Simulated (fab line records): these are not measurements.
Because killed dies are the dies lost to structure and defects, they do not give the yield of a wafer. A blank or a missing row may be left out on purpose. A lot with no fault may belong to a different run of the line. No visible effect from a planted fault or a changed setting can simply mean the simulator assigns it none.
Which tool was responsible? ; flow sky130 ; 13 lots, 39 wafers sampled, at 4 steps of a route of 708

WHAT THE GAUGES READ, wafer by wafer
SKY_POLY_GATE_OVL_MEAS_14. Usual: POLY_GATE_OVL gives 1 nm (standard deviation 5.7).
lot;measured;on;POLY_GATE_OVL (nm);flag
L734;day 17 19:07;overlay-02;-4 1 -5;
L737;day 18 02:04;overlay-02;2 0 -1;
L738;day 18 02:25;overlay-02;10 8 12;
L739;day 18 09:40;overlay-02;1 3 1;
L741;day 19 11:31;overlay-02;5 6 2;
L742;day 19 16:31;overlay-02;7 6 0;
L743;day 19 21:10;overlay-02;9 5 4;
L749;day 22 02:05;overlay-01;5 5 1;
L750;day 22 07:01;overlay-02;13 10 19;
L752;day 22 22:19;overlay-01;-2 -6 -8;
L755;day 24 20:13;overlay-01;2 -9 -7;
L756;day 25 02:25;overlay-01;-10 -9 -11;
L757;day 25 04:11;overlay-02;-3 -4 -1;

SKY_LDD_P_OVL_MEAS_08. Usual: LDD_P_OVL gives 0.2 nm (standard deviation 0.99).
lot;measured;on;LDD_P_OVL (nm);flag
L734;day 20 12:32;overlay-02;2.2 2.3 0.3;
L737;day 20 21:43;overlay-02;0.3 0.2 -1.7;
L738;day 20 21:22;overlay-02;0.1 0.2 0.5;
L739;day 21 03:20;overlay-02;-0.5 -0.3 0.2;
L741;day 22 05:46;overlay-02;-0.1 -1.5 -0.3;
L742;day 22 11:31;overlay-01;1.2 2.0 1.5;
L743;day 22 13:47;overlay-01;1.9 1.7 0.9;
L749;day 24 16:46;overlay-02;0.5 -0.4 -1.9;
L750;day 24 19:52;overlay-01;0.8 0.7 1.4;
L752;day 25 13:16;overlay-02;-0.3 0.4 -0.1;
L755;day 27 11:07;overlay-02;-0.9 -1.6 0.2;
L756;day 27 15:41;overlay-01;-0.7 -1.9 -0.2;
L757;day 27 17:44;overlay-01;1.2 1.4 0.2;

WHAT TOOL EACH LOT RAN ON (gives the tool, then ch and the chambers of the sampled wafers, and finally the start)
lot;SKY_POLY_GATE_ETCH_15;SKY_LDD_N_IMPLANT_14
L734;rie diel-03 ch 0,2,3, day 17 19:09;implanter-03 ch 0, day 19 05:01
L737;rie diel-03 ch 1,2,3, day 18 02:05;implanter-02 ch 0, day 19 14:28
L738;rie diel-02 ch 0,1, day 18 02:28;implanter-03 ch 0, day 19 14:08
L739;rie diel-02 ch 1,2,3, day 18 09:41;implanter-02 ch 0, day 19 19:45
L741;rie diel-02 ch 0,1, day 19 11:32;implanter-03 ch 0, day 20 22:29
L742;rie diel-04 ch 0,2,3, day 19 16:32;implanter-01 ch 0, day 21 04:08
L743;rie diel-03 ch 1,2,3, day 19 21:11;implanter-02 ch 0, day 21 06:59
L749;rie diel-03 ch 0,1,2, day 22 02:07;implanter-03 ch 0, day 23 10:32
L750;rie diel-02 ch 0,1,3, day 22 07:02;implanter-03 ch 0, day 23 14:57
L752;rie diel-02 ch 0,1,3, day 22 22:22;implanter-03 ch 0, day 24 07:17
L755;rie diel-02 ch 0,1,3, day 24 20:15;implanter-02 ch 0, day 26 06:28
L756;rie diel-02 ch 0,1, day 25 02:26;implanter-02 ch 0, day 26 10:16
L757;rie diel-02 ch 1,2,3, day 25 04:13;implanter-01 ch 0, day 26 12:46
- SKY_POLY_GATE_ETCH_15: etches BARC in N2/H2, stops on SiO2, time 118.5 s, target depth 110 nm.
- SKY_LDD_N_IMPLANT_14

AS READ BY THE TOOLS THEMSELVES (means over the sampled wafers that have a number; for cases with no such wafer, the mark the record gives instead)
SKY_POLY_GATE_ETCH_15. Usual: drypump motor current A 5.9 A, standard deviation 0.39; oes product au 0.716 a.u., standard deviation 0.0045; rf fwd power W 497.5 W, standard deviation 1.9; throttle valve pct 13.212 %, standard deviation 0.008.
lot;tool;drypump motor current A (A);oes product au (a.u.);rf fwd power W (W);throttle valve pct (%);flag
L734;rie diel-03;6.1;0.720;497.5;13.217;
L737;rie diel-03;6.1;0.719;497.0;13.218;
L738;rie diel-02;5.5;0.718;497.4;13.210;
L739;rie diel-02;5.7;0.717;498.3;13.212;
L741;rie diel-02;5.5;0.720;498.9;13.215;
L742;rie diel-04;5.8;0.719;496.0;13.209;
L743;rie diel-03;6.1;0.711;497.0;13.217;
L749;rie diel-03;6.2;0.718;500.0;13.205;
L750;rie diel-02;5.7;0.716;497.3;13.218;
L752;rie diel-02;5.7;0.714;497.8;13.214;
L755;rie diel-02;5.6;0.712;496.1;13.203;
L756;rie diel-02;5.5;0.714;498.3;13.215;
L757;rie diel-02;5.7;0.715;498.5;13.209;

SKY_LDD_N_IMPLANT_14. Usual: dose ions cm2 5e+12, standard deviation 5.8e+09; end station pressure torr 5.02e-06 Torr, standard deviation 3e-07.
lot;tool;dose ions cm2;end station pressure torr (Torr);flag
L734;implanter-03;5e+12;5.06e-06;
L737;implanter-02;5e+12;4.79e-06;
L738;implanter-03;5e+12;5.09e-06;
L739;implanter-02;5e+12;5.00e-06;
L741;implanter-03;5e+12;5.21e-06;
L742;implanter-01;5e+12;5.01e-06;
L743;implanter-02;5e+12;5.26e-06;
L749;implanter-03;5e+12;5.08e-06;
L750;implanter-03;5e+12;5.21e-06;
L752;implanter-03;5e+12;4.86e-06;
L755;implanter-02;5e+12;4.94e-06;
L756;implanter-02;5e+12;4.92e-06;
L757;implanter-01;5e+12;5.07e-06;

THE ANSWER, worked out from the rows above alone
Rule: take the mean of a lot's wafers that have a number; if it is more than 3 standard deviations from the usual mean, the lot is off. Also off: a lot with no number at a reading for which 4 or more lots have one. The other lots that the step has rows for count as sound. First the gauges in route order, then the tools' own readings, where a lot's mean is used as printed above. The first step at which some lot is off is used, and at that step the reading that is off furthest; a lot without a number counts as furthest.
No lot is off at any reading shown: from this, nothing can be told.

WHAT WAS PUT IN BY THE SIMULATOR
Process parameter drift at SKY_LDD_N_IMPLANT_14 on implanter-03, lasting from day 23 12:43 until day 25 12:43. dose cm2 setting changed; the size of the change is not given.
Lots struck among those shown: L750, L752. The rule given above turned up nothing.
